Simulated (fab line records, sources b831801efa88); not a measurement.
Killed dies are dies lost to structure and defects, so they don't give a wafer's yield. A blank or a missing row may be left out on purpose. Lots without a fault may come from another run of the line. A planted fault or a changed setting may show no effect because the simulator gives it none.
Which tool did it? | flow gf180mcu | 7 lots, 21 wafers sampled, at 2 steps of a route of 602

WHAT THE GAUGES READ, wafer by wafer
GF_VT_IMPLANT_RS_MEAS_48: measures by four-point-probe.
lot  | measured     | on            | LVPWELL_RS (ohm/sq)
L886 | day 8 03:14  | film_metro-01 | 1193 1191 1193
L889 | day 8 22:23  | film_metro-03 | 1148 1149 1149
L891 | day 9 14:35  | film_metro-01 | 1195 1196 1195
L895 | day 10 19:59 | film_metro-03 | 1200 1197 1200
L901 | day 12 11:14 | film_metro-03 | 1205 1204 1204
L903 | day 12 21:41 | film_metro-01 | 1189 1191 1194
L907 | day 13 22:58 | film_metro-01 | 1194 1194 1193

WHICH TOOL RAN EACH LOT (tool, then ch and the chambers of the sampled wafers, then the start)
lot  | GF_LVPWELL_IMPLANT_09
L886 | implanter-04 ch 0, day 4 11:11
L889 | implanter-04 ch 0, day 5 00:59
L891 | implanter-01 ch 0, day 5 16:11
L895 | implanter-01 ch 0, day 6 14:28
L901 | implanter-02 ch 0, day 7 21:59
L903 | implanter-01 ch 0, day 8 07:31
L907 | implanter-01 ch 0, day 9 04:11
- GF_LVPWELL_IMPLANT_09

THE ANSWER, worked out from the rows above alone
Rule: what is usual is taken from the lots themselves. Put in order of their means at a reading, lots are off if they are a third of the lots or fewer, leave a main group of 4 or more, and stand apart from it by a gap of 3 or more times the standard deviation of the main group's means; of several such gaps the widest counts. A main group whose means are all the same, to the digits that the tables above print for the reading, isn't used. A lot without any number at a reading at which 4 lots or more have one is off too. The other lots that the step has rows for count as sound.
Off: L889, at GF_VT_IMPLANT_RS_MEAS_48 (LVPWELL_RS). The main group: mean 1196 ohm/sq, standard deviation 4.5.
A tool fits if, at a process step before that reading, it ran every lot that is off, and no sound lot after the first of them. The gauges at GF_VT_IMPLANT_RS_MEAS_48 are tried like those tools. One fits: implanter-04 at GF_LVPWELL_IMPLANT_09. Its last sound lot is L886 (day 4 11:11), its first lot that is off L889 (day 5 00:59): a fault that began between those two fits.

WHAT THE SIMULATOR HAD PUT IN
Process parameter drift: implanter-04, from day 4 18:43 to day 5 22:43, at GF_LVPWELL_IMPLANT_09. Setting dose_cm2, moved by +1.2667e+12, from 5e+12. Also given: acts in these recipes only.
Lots struck among those shown: L889. The rule above found the same.
